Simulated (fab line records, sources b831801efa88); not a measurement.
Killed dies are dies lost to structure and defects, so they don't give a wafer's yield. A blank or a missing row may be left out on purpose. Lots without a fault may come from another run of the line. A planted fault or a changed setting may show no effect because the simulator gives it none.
Chamber matching | flow sky130 | SKY_PASSIVATION_CVD_00 on pecvd-03: 3 sister chambers
The step deposits SiO2, target thk 90 nm. 14 wafers are shown with their chamber, then 7 later ones without.

WAFERS WITH THEIR CHAMBER
wafer  | chamber | heater_power_w (W)
L074.1 | 1       | 594
L074.2 | 2       | 619
L074.5 | 0       | 646
L077.1 | 0       | 655
L077.4 | 2       | 529
L077.5 | 1       | 501
L079.2 | 0       | 724
L079.4 | 2       | 616
L079.6 | 0       | 744
L091.1 | 2       | 615
L091.3 | 0       | 745
L091.4 | 1       | 584
L093.1 | 0       | 666
L093.2 | 1       | 563

SIGNATURES (means of the wafers above)
reading        | chamber 0 | chamber 1 | chamber 2 | scatter within a chamber
heater_power_w | 696.67    | 560.50    | 594.75    | 44.3
Rule: a wafer's distance from a chamber is the root of the sum, over the readings, of the square of ((its reading less the chamber's mean) divided by the reading's scatter). The wafer belongs to the nearest chamber; if the next one is less than 2 further off, it can't be placed. The scatter: the root of (the sum of the squares of (reading less its chamber's mean) over the shown wafers, divided by (wafers less chambers)).

WAFERS WITHOUT THEIR CHAMBER
wafer  | heater_power_w (W)
L093.4 | 547
L094.1 | 568
L094.4 | 612
L094.5 | 573
L095.2 | 638
L095.3 | 637
L095.4 | 680

WHICH CHAMBER EACH WENT THROUGH
wafer  | from the rows above          | in truth
L093.4 | can't be placed: 1 or 2      | 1
L094.1 | can't be placed: 1 or 2      | 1
L094.4 | can't be placed: 2 or 1 or 0 | 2
L094.5 | can't be placed: 1 or 2      | 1
L095.2 | can't be placed: 2 or 0 or 1 | 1
L095.3 | can't be placed: 2 or 0 or 1 | 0
L095.4 | can't be placed: 0 or 2      | 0
Placed correctly: 0 of 7. Can't be placed from these rows: 7 (the true chamber is among the candidates in 7). Placed wrongly: 0.
